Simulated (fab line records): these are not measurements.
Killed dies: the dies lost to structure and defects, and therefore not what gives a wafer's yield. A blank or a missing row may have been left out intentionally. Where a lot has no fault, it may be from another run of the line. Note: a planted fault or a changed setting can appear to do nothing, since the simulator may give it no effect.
Which tool was responsible?	flow gf180mcu	12 lots, 36 wafers sampled, at 5 steps of a route of 602

== WHAT THE GAUGES SHOWED, per wafer ==
GF_M3_THK_MEAS_06: measures by xrf. Usual: M3_ALCU_THK 440 nm, standard deviation 5.4.
lot	measured	on	M3_ALCU_THK (nm)	flag
L950	day 20 06:44	filmMetro-02	438 436 440	
L951	day 20 13:19	filmMetro-02	435 434 432	
L952	day 21 02:02	filmMetro-01	445 445 445	
L954	day 22 01:50	filmMetro-02	441 439 446	
L955	day 22 06:04	filmMetro-02	442 445 440	
L962	day 24 17:19	filmMetro-01	418 419 425	OFF
L964	day 25 08:24	filmMetro-01	426 414 420	OFF
L967	day 26 09:14	filmMetro-02	439 443 439	
L968	day 26 16:44	filmMetro-01	443 436 437	
L970	day 27 07:34	filmMetro-03	441 444 444	
L971	day 27 15:38	filmMetro-01	440 445 447	
L973	day 28 06:50	filmMetro-01	450 447 449	

== TOOL THAT RAN EACH LOT (tool first, then ch and the chambers of the sampled wafers, then the start) ==
lot	GF_V2_STRIP_18	GF_V2_CVD_23	GF_M3_SPUTTER_03	GF_M3_SPUTTER_04
L950	plasmaAsher-04 ch 0,1, day 20 05:09	cvdW-02 ch 0,1, day 20 05:47	pvdSputter-03, day 20 06:32	pvdSputter-03, day 20 06:34
L951	plasmaAsher-04 ch 0,1, day 20 11:43	cvdW-02 ch 0,1, day 20 12:23	pvdSputter-03, day 20 13:08	pvdSputter-03, day 20 13:10
L952	plasmaAsher-01 ch 1, day 21 00:25	cvdW-02 ch 0,1, day 21 01:06	pvdSputter-01, day 21 01:51	pvdSputter-01, day 21 01:52
L954	plasmaAsher-04 ch 0,1, day 22 00:15	cvdW-02 ch 0,1, day 22 00:55	pvdSputter-03, day 22 01:38	pvdSputter-03, day 22 01:40
L955	plasmaAsher-01 ch 0,1, day 22 04:29	cvdW-01 ch 0,1, day 22 05:07	pvdSputter-01, day 22 05:52	pvdSputter-01, day 22 05:53
L962	plasmaAsher-02 ch 0,1, day 24 15:44	cvdW-01 ch 0,1, day 24 16:23	pvdSputter-02, day 24 17:08	pvdSputter-02, day 24 17:09
L964	plasmaAsher-04 ch 0,1, day 25 06:50	cvdW-01 ch 0,1, day 25 07:28	pvdSputter-02, day 25 08:13	pvdSputter-02, day 25 08:14
L967	plasmaAsher-01 ch 0,1, day 26 07:34	cvdW-01 ch 0,1, day 26 08:19	pvdSputter-01, day 26 09:02	pvdSputter-01, day 26 09:03
L968	plasmaAsher-02 ch 0,1, day 26 15:10	cvdW-02 ch 0,1, day 26 15:48	pvdSputter-01, day 26 16:33	pvdSputter-01, day 26 16:34
L970	plasmaAsher-04 ch 0,1, day 27 06:01	cvdW-02 ch 0,1, day 27 06:40	pvdSputter-03, day 27 07:22	pvdSputter-03, day 27 07:23
L971	plasmaAsher-04 ch 0, day 27 14:02	cvdW-02 ch 0,1, day 27 14:41	pvdSputter-01, day 27 15:26	pvdSputter-01, day 27 15:28
L973	plasmaAsher-01 ch 1, day 28 05:17	cvdW-01 ch 1, day 28 05:55	pvdSputter-01, day 28 06:40	pvdSputter-01, day 28 06:41
- GF_V2_STRIP_18: strips in O2/N2.
- GF_V2_CVD_23: deposits W, target thk 350 nm, time 104.94 s.
- GF_M3_SPUTTER_03: material Ti, target thk 10 nm, time 6.7 s.
- GF_M3_SPUTTER_04: material TiN, target thk 50 nm, time 41.7 s.

== WHAT THE TOOLS THEMSELVES READ (means of the sampled wafers that have a number; where no wafer has one, the mark that the record gives instead) ==
GF_V2_STRIP_18. Usual: drypumpMotorCurrentA 5.77 A, standard deviation 0.28; heaterPowerW 321 W, standard deviation 39; oesProductAu 0.592 a.u., standard deviation 0.0047.
lot	tool	drypumpMotorCurrentA (A)	heaterPowerW (W)	oesProductAu (a.u.)	flag
L950	plasmaAsher-04	5.52	307	0.590	
L951	plasmaAsher-04	5.54	298	0.598	
L952	plasmaAsher-01	5.47	350	0.593	
L954	plasmaAsher-04	5.62	307	0.596	
L955	plasmaAsher-01	5.87	371	0.592	
L962	plasmaAsher-02	6.04	301	0.597	
L964	plasmaAsher-04	5.64	310	0.590	
L967	plasmaAsher-01	5.87	369	0.595	
L968	plasmaAsher-02	5.95	278	0.591	
L970	plasmaAsher-04	5.63	306	0.593	
L971	plasmaAsher-04	5.75	312	0.591	
L973	plasmaAsher-01	5.49	352	0.598	

GF_V2_CVD_23. Usual: chamberPressureTorr 40.00 Torr, standard deviation 0.094; heaterPowerW 880 W, standard deviation 120.
lot	tool	chamberPressureTorr (Torr)	heaterPowerW (W)	flag
L950	cvdW-02	39.91	846	
L951	cvdW-02	39.93	855	
L952	cvdW-02	40.06	840	
L954	cvdW-02	40.01	943	
L955	cvdW-01	40.05	885	
L962	cvdW-01	40.01	820	
L964	cvdW-01	40.01	877	
L967	cvdW-01	39.97	820	
L968	cvdW-02	40.01	960	
L970	cvdW-02	40.07	867	
L971	cvdW-02	40.05	945	
L973	cvdW-01	40.11	764	

GF_M3_SPUTTER_03. Usual: 30.2 % for throttleValvePct, sd 0.96.
lot	tool	throttleValvePct (%)	flag
L950	pvdSputter-03	30.5	
L951	pvdSputter-03	30.2	
L952	pvdSputter-01	29.8	
L954	pvdSputter-03	30.0	
L955	pvdSputter-01	28.9	
L962	pvdSputter-02	30.2	
L964	pvdSputter-02	30.3	
L967	pvdSputter-01	29.5	
L968	pvdSputter-01	29.9	
L970	pvdSputter-03	30.7	
L971	pvdSputter-01	30.8	
L973	pvdSputter-01	28.6	

GF_M3_SPUTTER_04. Usual: 30.3 % for throttleValvePct, sd 0.95.
lot	tool	throttleValvePct (%)	flag
L950	pvdSputter-03	30.6	
L951	pvdSputter-03	30.3	
L952	pvdSputter-01	29.9	
L954	pvdSputter-03	29.9	
L955	pvdSputter-01	28.9	
L962	pvdSputter-02	30.2	
L964	pvdSputter-02	30.3	
L967	pvdSputter-01	29.5	
L968	pvdSputter-01	30.1	
L970	pvdSputter-03	30.6	
L971	pvdSputter-01	30.7	
L973	pvdSputter-01	28.7	

== THE ANSWER, worked out from the rows above alone ==
Rule: a lot counts as off when the mean over its wafers that have a number is more than 3 standard deviations away from the usual mean. Also off: a lot with no number at a reading for which 4 or more lots have one. Any other lot the step has rows for is counted as sound. After the gauges, taken in route order, come the tools' own readings; for these a lot's mean is taken, as printed above. At the first step where some lot is off, the reading lying furthest off is the one used; lots without a number count as furthest.
Off: L962, L964, seen at GF_M3_THK_MEAS_06 (M3_ALCU_THK).
A tool fits if, at a process step before that reading, it ran every lot that is off, and no sound lot after the first of them. The gauges at GF_M3_THK_MEAS_06 are tried like those tools. One fits: pvdSputter-02 at GF_M3_SPUTTER_03 and GF_M3_SPUTTER_04. It ran no sound lot before its first lot that is off in this sample, so the start can't be narrowed down.

== WHAT THE SIMULATOR HAD INSERTED ==
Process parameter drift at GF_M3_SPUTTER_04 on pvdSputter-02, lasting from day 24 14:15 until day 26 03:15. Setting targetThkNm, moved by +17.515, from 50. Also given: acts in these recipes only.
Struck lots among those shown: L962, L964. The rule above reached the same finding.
